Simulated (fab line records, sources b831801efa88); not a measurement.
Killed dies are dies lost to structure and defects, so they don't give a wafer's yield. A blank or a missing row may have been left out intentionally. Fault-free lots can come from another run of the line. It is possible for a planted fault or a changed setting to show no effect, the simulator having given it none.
A struck lot beside a sound one || flow sfq_line || 17 steps out of a route of 325
Sound: these wafers, L987.1, L987.2, L987.3. Struck: wafer L996.6 (left out: L996.4, L996.5 of the same lot, which were not struck); the cause appears at the end.
Order at every step that has rows: each side's tool, ch and its chambers, its first start. Under that, the readings that differ: sound wafers || struck wafers || difference of the means || sigmas: that difference in standard deviations of wafers without a fault.
alike: readings with means less than 2 such deviations apart, plus words and numbers identical on both sides. not compared: withheld readings, readings lacking a value on some wafer, bounds such as >300 that could conceal the same value, and numbers that have no deviation in the record and whose values overlap.
A row with sigmas, a row that says differs or no value, or rows on one side alone: a step with any of these is where the two part. When numbers do not overlap yet have no deviation, they are printed without sigmas and do not part them. A reading missing from all wafers of one side parts the sides only when that side holds two or more wafers.

SFQ_TRILAYER_I7_VIA_STRIP_STRIP_191: strips in O2.
  sound on rie_metal-02 ch 0,1, day 77 19:59; struck on rie_metal-04 ch 1, day 79 22:09
{"reading": "drypump_motor_current_A (A)", "sound": "6.4 5.6 6.4", "struck": 5.0, "difference": -1.1, "sigmas": -2}
  alike: oes_product_au
  not compared: rf_hours_counter_h
then, 8 steps without rows for these wafers: SFQ_TRILAYER_I7_VIA_STRIP_SOLV_CLEAN_192 (cleans in NMP, time 600 s); SFQ_TRILAYER_M8_LITHO_LOR_COAT_197; SFQ_TRILAYER_M8_LITHO_LOR_BAKE_198; SFQ_TRILAYER_M8_LITHO_COAT_193 (resist thk 600 nm); SFQ_TRILAYER_M8_LITHO_SOFTBAKE_199; SFQ_TRILAYER_M8_LITHO_EXPOSE_194 (exposes mask M8, target cd 2000 nm); SFQ_TRILAYER_M8_LITHO_PEB_196 (peb time 60 s); SFQ_TRILAYER_M8_LITHO_DEVELOP_195 (img clear 15 s, time 55 s).
SFQ_M8_OVL_MEAS_948:
  sound on overlay-01 at day 78 20:50; struck on overlay-01 at day 81 15:09
  alike: M8_OVL
then, 2 steps without rows for these wafers: SFQ_TRILAYER_M8_DEP_EVAP_197 (material Ti, target thk 20 nm, time 100 s); SFQ_TRILAYER_M8_DEP_EVAP_198 (material Pt, target thk 50 nm, time 250 s).
SFQ_TRILAYER_M8_DEP_EVAP_196: material Au, target thk 180 nm, time 900 s.
  sound on pvd_sputter-02 at day 78 21:06; struck on pvd_sputter-02 at day 81 15:24
{"reading": "model.Au_of_TRILAYER_M8_DEP_EVAP_196.thk_nm (nm)", "sound": "181.2 179.9 180.7", "struck": 241.8, "difference": "+61.2", "sigmas": ""}
SFQ_M8_RS_MEAS_949: uses a four-point probe to measure.
  sound on film_metro-02 at day 78 21:37; struck on film_metro-04 at day 81 15:58
{"reading": "M8_AU_RS (ohm/sq)", "sound": "0.1527 0.1533 0.1530", "struck": 0.1137, "difference": -0.0393, "sigmas": -28}
SFQ_M8_THK_MEAS_950: measures by xrf.
  sound on film_metro-02 at day 78 21:44; struck on film_metro-04 at day 81 16:04
{"reading": "M8_AU_THK (nm)", "sound": "178.0 177.2 177.1", "struck": 238.6, "difference": "+61.2", "sigmas": "+36"}
then, 1 step without rows for these wafers: SFQ_TRILAYER_M8_LIFTOFF_LIFTOFF_197 (chemistry NMP, time 600 s).
SFQ_M8_BOW_MEAS_951:
  sound on film_metro-02 at day 78 21:59; struck on film_metro-02 at day 81 16:20
{"reading": "model.etest.i7.link_ohm", "sound": "1.047 1.043 1.048", "struck": 1.007, "difference": -0.039, "sigmas": ""}
{"reading": "model.etest.m8.ohm_sq", "sound": "0.1526 0.1537 0.153", "struck": 0.1143, "difference": -0.0388, "sigmas": ""}
  alike: M8_BOW

== WHERE THEY PART ==
Last at SFQ_M8_THK_MEAS_950 as far as this record goes, first at SFQ_TRILAYER_I7_VIA_STRIP_STRIP_191. Later steps at which nothing parts them and some readings are alike: SFQ_M8_BOW_MEAS_951.

WHY: what the simulator had put in
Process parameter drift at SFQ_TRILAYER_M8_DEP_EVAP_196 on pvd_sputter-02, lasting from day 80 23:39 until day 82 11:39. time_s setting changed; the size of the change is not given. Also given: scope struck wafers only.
